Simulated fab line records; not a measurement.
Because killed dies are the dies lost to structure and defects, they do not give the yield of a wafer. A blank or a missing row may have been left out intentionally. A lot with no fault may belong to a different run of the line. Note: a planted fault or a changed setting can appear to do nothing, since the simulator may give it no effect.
The tool behind it: which one? | flow gf180mcu | 12 lots, 34 wafers sampled, at 5 steps of a route of 602

## WHAT THE GAUGES SHOWED, per wafer
GF_LVPWELL_OVL_MEAS_07. Usual: LVPWELL_OVL gives -0.4 nm (standard deviation 1.4).
lot  | measured    | on         | LVPWELL_OVL (nm) | flag
L659 | day 4 06:25 | overlay-02 | 1.4 0.8 1.4      | 
L660 | day 4 11:50 | overlay-02 | -1.0 -0.6 -2.5   | 
L662 | day 5 01:14 | overlay-01 | -0.6 -1.3 -0.7   | 
L665 | day 5 10:58 | overlay-02 | -0.3 -0.8        | 
L667 | day 5 21:59 | overlay-01 | -1.4 -1.2        | 
L674 | day 7 18:37 | overlay-02 | 0.5 -1.0 0.1     | 
L675 | day 8 00:13 | overlay-02 | 3.2 2.4 1.6      | 
L676 | day 8 05:07 | overlay-02 | -1.0 -0.2 -1.1   | 
L679 | day 8 10:58 | overlay-01 | -2.0 -0.6 -2.1   | 
L680 | day 8 21:55 | overlay-02 | 1.3 -0.4 1.5     | 
L681 | day 9 00:05 | overlay-01 | -1.0 -0.9 -1.6   | 
L682 | day 9 03:15 | overlay-01 | -0.4 -0.2 -1.3   | 

GF_V1_RS_MEAS_24: uses a four-point probe to measure. Usual: V1_W_RS gives 0.326 ohm/sq (standard deviation 0.0035).
lot  | measured     | on           | V1_W_RS (ohm/sq)  | flag
L659 | day 18 10:23 | filmMetro-01 | 0.326 0.321 0.325 | 
L660 | day 18 20:02 | filmMetro-01 | 0.324 0.324 0.323 | 
L662 | day 19 21:02 | filmMetro-04 | 0.335 0.332 0.329 | 
L665 | day 20 11:14 | filmMetro-03 | 0.327 0.183       | OFF
L667 | day 21 10:53 | filmMetro-04 | 0.331 0.186       | OFF
L674 | day 24 05:52 | filmMetro-04 | 0.330 0.327 0.332 | 
L675 | day 24 12:46 | filmMetro-01 | 0.320 0.321 0.325 | 
L676 | day 24 20:41 | filmMetro-03 | 0.330 0.320 0.318 | 
L679 | day 25 07:37 | filmMetro-04 | 0.327 0.330 0.325 | 
L680 | day 25 14:16 | filmMetro-03 | 0.323 0.319 0.326 | 
L681 | day 25 21:05 | filmMetro-01 | 0.326 0.330 0.337 | 
L682 | day 26 00:16 | filmMetro-03 | 0.321 0.323 0.322 | 

GF_V1_THK_MEAS_25: measures by xrf. Usual: V1_W_THK gives 354 nm (standard deviation 4.3).
lot  | measured     | on           | V1_W_THK (nm) | flag
L659 | day 18 10:30 | filmMetro-01 | 356 361 356   | 
L660 | day 18 20:10 | filmMetro-01 | 355 356 359   | 
L662 | day 19 21:10 | filmMetro-04 | 344 345 353   | 
L665 | day 20 11:22 | filmMetro-03 | 349 -         | 
L667 | day 21 11:01 | filmMetro-04 | 350 -         | 
L674 | day 24 05:59 | filmMetro-04 | 352 354 348   | 
L675 | day 24 12:53 | filmMetro-01 | 366 362 357   | 
L676 | day 24 20:49 | filmMetro-03 | 348 359 359   | 
L679 | day 25 07:44 | filmMetro-04 | 359 355 362   | 
L680 | day 25 14:22 | filmMetro-03 | 357 360 353   | 
L681 | day 25 21:12 | filmMetro-01 | 358 353 348   | 
L682 | day 26 00:22 | filmMetro-03 | 357 355 358   | 

## EACH LOT AND THE TOOL THAT RAN IT (in order: tool; ch and the chambers of the sampled wafers; start)
lot  | GF_SAB_CVD_00                   | GF_V1_CVD_23
L659 | pecvd-02 ch 0,2, day 14 12:42   | cvdW-02 ch 0,1, day 18 10:16
L660 | pecvd-01 ch 0,1,2, day 14 22:00 | cvdW-02 ch 0, day 18 19:56
L662 | pecvd-02 ch 0,2, day 15 17:45   | cvdW-01 ch 0,1, day 19 20:55
L665 | pecvd-04 ch 0,1, day 16 07:56   | cvdW-02 ch 0,1, day 20 11:08
L667 | pecvd-04 ch 0,1, day 17 08:00   | cvdW-02 ch 1, day 21 10:47
L674 | pecvd-04 ch 0,1,2, day 20 01:57 | cvdW-02 ch 0,1, day 24 05:42
L675 | pecvd-01 ch 0,1,2, day 20 08:27 | cvdW-02 ch 0,1, day 24 12:40
L676 | pecvd-02 ch 1,2, day 20 19:48   | cvdW-02 ch 0,1, day 24 20:34
L679 | pecvd-02 ch 1,2, day 21 07:31   | cvdW-02 ch 0,1, day 25 07:31
L680 | pecvd-02 ch 1,2, day 21 14:25   | cvdW-02 ch 0,1, day 25 14:08
L681 | pecvd-01 ch 0,2, day 21 22:09   | cvdW-01 ch 0,1, day 25 20:58
L682 | pecvd-02 ch 1,2, day 22 00:54   | cvdW-02 ch 0,1, day 26 00:08
- GF_SAB_CVD_00: deposits SiO2 from TEOS, target thk 50 nm, time 4.9302 s.
- GF_V1_CVD_23: deposits W, target thk 350 nm, time 105.05 s.

## WHAT THE TOOLS THEMSELVES READ (means of the sampled wafers that have a number; where no wafer has one, the mark that the record gives instead)
GF_SAB_CVD_00. Usual: heaterPowerW reads 659 W (standard deviation 110).
lot  | tool     | heaterPowerW (W) | flag
L659 | pecvd-02 | 722              | 
L660 | pecvd-01 | 580              | 
L662 | pecvd-02 | 791              | 
L665 | pecvd-04 | 651              | 
L667 | pecvd-04 | 620              | 
L674 | pecvd-04 | 679              | 
L675 | pecvd-01 | 553              | 
L676 | pecvd-02 | 752              | 
L679 | pecvd-02 | 790              | 
L680 | pecvd-02 | 664              | 
L681 | pecvd-01 | 593              | 
L682 | pecvd-02 | 671              | 

GF_V1_CVD_23. Usual: chamberPressureTorr 40.00 Torr, standard deviation 0.084; heaterPowerW 868 W, standard deviation 29.
lot  | tool    | chamberPressureTorr (Torr) | heaterPowerW (W) | flag
L659 | cvdW-02 | 39.94                      | 870              | 
L660 | cvdW-02 | 39.99                      | 869              | 
L662 | cvdW-01 | 39.93                      | 826              | 
L665 | cvdW-02 | 40.05                      | 870              | 
L667 | cvdW-02 | 39.98                      | 874              | 
L674 | cvdW-02 | 40.07                      | 874              | 
L675 | cvdW-02 | 39.95                      | 890              | 
L676 | cvdW-02 | 40.01                      | 892              | 
L679 | cvdW-02 | 40.03                      | 882              | 
L680 | cvdW-02 | 40.04                      | 893              | 
L681 | cvdW-01 | 39.93                      | 813              | 
L682 | cvdW-02 | 39.95                      | 879              | 

## THE ANSWER, worked out from the rows above alone
Rule: lot off if the mean of its wafers having a number is beyond 3 standard deviations from the usual mean. Also off: a lot with no number at a reading for which 4 or more lots have one. Any other lot the step has rows for is counted as sound. First the gauges in route order, then the tools' own readings, where a lot's mean is used as printed above. At the first step where some lot is off, the reading lying furthest off is the one used; lots without a number count as furthest.
Off: at GF_V1_RS_MEAS_24 (V1_W_RS), L665, L667.
If a tool, at a process step before that reading, ran all the lots that are off and no sound lot after the first of them, it fits. Gauges at GF_V1_RS_MEAS_24: tried the same way as those tools. Of those tried, none fits.

## WHAT THE SIMULATOR HAD PUT IN
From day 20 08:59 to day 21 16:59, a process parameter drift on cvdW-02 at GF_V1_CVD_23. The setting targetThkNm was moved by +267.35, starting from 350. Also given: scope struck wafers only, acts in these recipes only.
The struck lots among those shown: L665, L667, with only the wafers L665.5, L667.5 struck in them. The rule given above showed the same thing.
